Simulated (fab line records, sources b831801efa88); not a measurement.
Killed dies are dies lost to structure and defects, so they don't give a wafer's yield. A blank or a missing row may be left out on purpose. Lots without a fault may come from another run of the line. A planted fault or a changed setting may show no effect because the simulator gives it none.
Which tool did it? | flow sky130 | 12 lots, 36 wafers sampled, at 3 steps of a route of 708

WHAT THE GAUGES READ, wafer by wafer
SKY_FIELD_ISO_THK_MEAS_02. Usual: FIELD_ISO_OXIDATION_00_THK 11.96 nm, standard deviation 0.2.
lot  | measured    | on            | FIELD_ISO_OXIDATION_00_THK (nm) | flag
L997 | day 1 12:00 | film_metro-03 | 11.99 11.87 11.94               |
L998 | day 1 17:39 | film_metro-03 | 11.70 11.63 11.67               |
L101 | day 2 08:01 | film_metro-02 | 11.94 12.10 12.02               |
L103 | day 2 18:09 | film_metro-03 | 12.05 12.18 12.05               |
L105 | day 3 06:07 | film_metro-02 | 12.14 12.26 11.98               |
L106 | day 3 13:07 | film_metro-03 | 12.13 12.40 12.45               |
L108 | day 3 22:56 | film_metro-03 | 12.06 12.01 11.91               |
L109 | day 4 00:32 | film_metro-02 | 12.13 12.22 11.97               |
L114 | day 5 01:40 | film_metro-04 | 11.82 12.07 11.81               |
L115 | day 5 06:28 | film_metro-04 | 11.98 11.94 11.88               |
L119 | day 6 02:16 | film_metro-03 | 11.61 11.78 11.85               |
L120 | day 6 07:30 | film_metro-03 | 11.93 12.00 12.12               |

SKY_PWDE_OVL_MEAS_07. Usual: PWDE_OVL -0.6 nm, standard deviation 1.6.
lot  | measured    | on         | PWDE_OVL (nm)  | flag
L997 | day 3 20:54 | overlay-02 | -1.6 -2.0 -2.0 |
L998 | day 4 03:24 | overlay-02 | 1.8 0.0 0.7    |
L101 | day 5 06:28 | overlay-02 | -0.1 0.7 1.5   |
L103 | day 5 12:23 | overlay-02 | -2.0 -0.5 -0.9 |
L105 | day 5 20:03 | overlay-02 | -2.7 -3.0 -1.4 |
L106 | day 6 01:55 | overlay-01 | -1.7 -0.1 0.5  |
L108 | day 6 16:40 | overlay-01 | -4.3 -1.7 -2.0 |
L109 | day 6 21:50 | overlay-02 | -1.1 0.1 -1.7  |
L114 | day 7 21:54 | overlay-02 | -1.4 -0.6 -2.4 |
L115 | day 8 02:55 | overlay-02 | -1.9 -2.6 -2.6 |
L119 | day 9 07:29 | overlay-02 | -1.1 -0.5 0.2  |
L120 | day 9 07:33 | overlay-02 | 0.4 1.5 1.0    |

WHICH TOOL RAN EACH LOT (tool, then ch and the chambers of the sampled wafers, then the start)
lot  | SKY_FIELD_ISO_CMP_27
L997 | cmp-01 ch 0,1,3, day 2 09:37
L998 | cmp-02 ch 0,2,3, day 2 16:38
L101 | cmp-02 ch 0,1,3, day 3 14:39
L103 | cmp-01 ch 0,1,3, day 3 21:25
L105 | cmp-01 ch 1,2,3, day 4 06:11
L106 | cmp-01 ch 0,1,2, day 4 10:27
L108 | cmp-01 ch 0,1,3, day 4 22:58
L109 | cmp-01 ch 0,1,2, day 5 03:31
L114 | cmp-02 ch 0,1,2, day 6 03:49
L115 | cmp-02 ch 0,1,2, day 6 07:49
L119 | cmp-01 ch 0,2,3, day 7 10:09
L120 | cmp-02 ch 0,1,3, day 7 10:44
- SKY_FIELD_ISO_CMP_27: polishes, stops on Si3N4, t overpolish 16 s, target thk 457.8 nm.

WHAT THE TOOLS THEMSELVES READ (means of the sampled wafers that have a number; where no wafer has one, the mark that the record gives instead)
SKY_FIELD_ISO_CMP_27. Usual: motor_current_A 12.0 A, standard deviation 0.97; overpolish_run_s 16.000 s, standard deviation 0.0084; platen_rpm 60.00 rpm, standard deviation 0.04; retaining_ring_pressure_frac 1.000, standard deviation 0.0054; time_to_endpoint_s 112 s, standard deviation 4.3.
lot  | tool   | motor_current_A (A) | overpolish_run_s (s) | platen_rpm (rpm) | retaining_ring_pressure_frac | time_to_endpoint_s (s) | flag
L997 | cmp-01 | 12.2                | 15.999               | 60.00            | 1.007                        | 107                    |
L998 | cmp-02 | 10.9                | 16.006               | 60.02            | 1.002                        | 112                    |
L101 | cmp-02 | 11.9                | 15.999               | 60.02            | 0.994                        | 115                    |
L103 | cmp-01 | 12.4                | 16.005               | 59.99            | 0.996                        | 112                    |
L105 | cmp-01 | 12.8                | 16.004               | 59.95            | 1.002                        | 112                    |
L106 | cmp-01 | 12.4                | 16.002               | 60.03            | 1.000                        | 113                    |
L108 | cmp-01 | 12.4                | 16.000               | 59.96            | 1.000                        | 107                    |
L109 | cmp-01 | 12.5                | 15.998               | 59.99            | 0.994                        | 111                    |
L114 | cmp-02 | 12.0                | 16.011               | 59.98            | 0.998                        | 115                    |
L115 | cmp-02 | 12.0                | 16.005               | 60.04            | 0.999                        | 116                    |
L119 | cmp-01 | 12.1                | 15.996               | 60.02            | 0.998                        | 94                     | OFF
L120 | cmp-02 | 12.0                | 15.997               | 59.98            | 1.001                        | 112                    |

THE ANSWER, worked out from the rows above alone
Rule: a lot is off if the mean of its wafers that have a number lies more than 3 standard deviations from the usual mean. A lot without any number at a reading at which 4 lots or more have one is off too. The other lots that the step has rows for count as sound. The gauges are gone through in route order, then the tools' own readings, and for those a lot's mean is taken as printed above. The first step at which some lot is off is used, and at that step the reading that is off furthest; a lot without a number counts as furthest.
Off: L119, at SKY_FIELD_ISO_CMP_27 (time_to_endpoint_s).
A tool fits if, at that step or a process step before it, it ran every lot that is off, and no sound lot after the first of them. One fits: cmp-01 at SKY_FIELD_ISO_CMP_27. Its last sound lot is L109 (day 5 03:31), its first lot that is off L119 (day 7 10:09): a fault that began between those two fits.
The tool's own readings at SKY_FIELD_ISO_CMP_27 bear it out: on the lots that are off they differ by more than 5 times the standard deviation of the sound lots' means. time_to_endpoint_s reads 94 s there against 112 s on the sound lots.

WHAT THE SIMULATOR HAD PUT IN
Process parameter drift: cmp-01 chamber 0, from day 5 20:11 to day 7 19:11, at SKY_FIELD_ISO_CMP_27. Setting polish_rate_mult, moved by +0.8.
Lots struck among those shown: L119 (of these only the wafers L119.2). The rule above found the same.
